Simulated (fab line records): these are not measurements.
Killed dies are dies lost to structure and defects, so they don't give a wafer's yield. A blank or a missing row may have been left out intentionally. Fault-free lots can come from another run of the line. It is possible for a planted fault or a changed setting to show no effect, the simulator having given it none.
Comparing a struck lot with a sound one ; flow sky130 ; 16 steps out of a route of 708
Sound: these wafers, L610.1, L610.3, L610.4. Wafers struck: L625.1, L625.2, L625.3. At the end, the cause is stated.
Per side, at each step with rows, come the tool, then ch with its chambers, and then its first start. Under that, the readings that differ: sound wafers ; struck wafers ; difference of the means ; sigmas: that difference in standard deviations of wafers without a fault.
alike: same words and numbers on both sides, and readings whose means sit less than 2 such deviations apart. not compared: any withheld reading, any reading some wafer has no value for, any bound like >300 that may hide the same value, and any number with overlapping values for which the record gives no deviation.
The two part at a step that has a row with sigmas, a row that says differs or no value, or rows on one side only. Numbers that have no deviation but don't overlap get no sigmas and don't part them. A reading missing from all wafers of one side parts the sides only when that side holds two or more wafers.

first, 1 step without rows for these wafers: SKY_METAL5_CLEAN_19 (cleans in O3/DIW).
SKY_PASSIVATION_CVD_00: deposits SiO2, target thk 90 nm.
  sound on pecvd-02 ch 0,1, day 43 13:49; struck on pecvd-03 ch 0,1,2, day 47 18:04
  alike: heater-power-w
SKY_PASSIVATION_THK_MEAS_01:
  sound: film-metro-01 at day 43 13:50; struck: film-metro-01 at day 47 18:05
  alike: PASSIVATION_CVD_00_THK
SKY_PASSIVATION_CVD_02: deposits Si3N4, target thk 540 nm.
  sound on pecvd-01 ch 0,1, day 43 13:54; struck on pecvd-01 ch 0,1,2, day 47 18:09
  alike: heater-power-w
SKY_PASSIVATION_THK_MEAS_03:
  sound: film-metro-01 at day 43 14:08; struck: film-metro-02 at day 47 18:23
  alike: PASSIVATION_CVD_02_THK
then, 7 steps without rows for these wafers: SKY_PASSIVATION_DEHYDRATE_04 (time 60 s); SKY_PASSIVATION_HMDS_05 (prime time 60 s); SKY_PASSIVATION_COAT_06 (resist thk 3000 nm); SKY_PASSIVATION_SOFTBAKE_07; SKY_PASSIVATION_EXPOSE_08 (exposes mask NSM, target cd 3000 nm); SKY_PASSIVATION_PEB_09; SKY_PASSIVATION_DEVELOP_10 (develop time 60 s).
SKY_PASSIVATION_ETCH_11: etches the open film in CF4/O2, stops on AlCu, target depth 725 nm, time 161.1 s.
  sound on rie-diel-02 ch 0,2,3, day 44 12:31; struck on rie-diel-01 ch 0,1,2, day 48 13:37
reading;sound;struck;difference;sigmas
oes-product-au (a.u.);0.979 0.980 0.985;0.909 0.917 0.909;-0.070;-10
run-length-s (s);189.3 188.6 190.2;209.3 209.8 208.3;+19.8;+37
model.coat_of_PASSIVATION_COAT_06.thk-nm (nm);2506 2497 2512;2431 2429 2441;-71;
  alike: O2_flow_sccm, drypump-motor-current-A, throttle-valve-pct
  not compared: rf-hours-counter-h
SKY_PASSIVATION_STRIP_12: strips in O2/N2.
  sound on plasma-asher-04 ch 0,1, day 44 12:37; struck on plasma-asher-04 ch 0,1, day 48 13:43
reading;sound;struck;difference;sigmas
strip-time-to-endpoint-s (s);31.40 31.29 31.45;30.55 30.51 30.64;-0.81;-6
  alike: drypump-motor-current-A, oes-product-au
  not compared: rf-hours-counter-h
then, 2 steps without rows for these wafers: SKY_PAD_OPEN_DEHYDRATE_00 (time 60 s); SKY_PAD_OPEN_PROBE_99.

== WHERE THEY PART ==
First at SKY_PASSIVATION_ETCH_11; last, within this record, at SKY_PASSIVATION_STRIP_12.

WHY: whatever the simulator had introduced
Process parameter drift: rie-diel-01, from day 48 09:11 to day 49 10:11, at SKY_PASSIVATION_ETCH_11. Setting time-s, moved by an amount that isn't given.
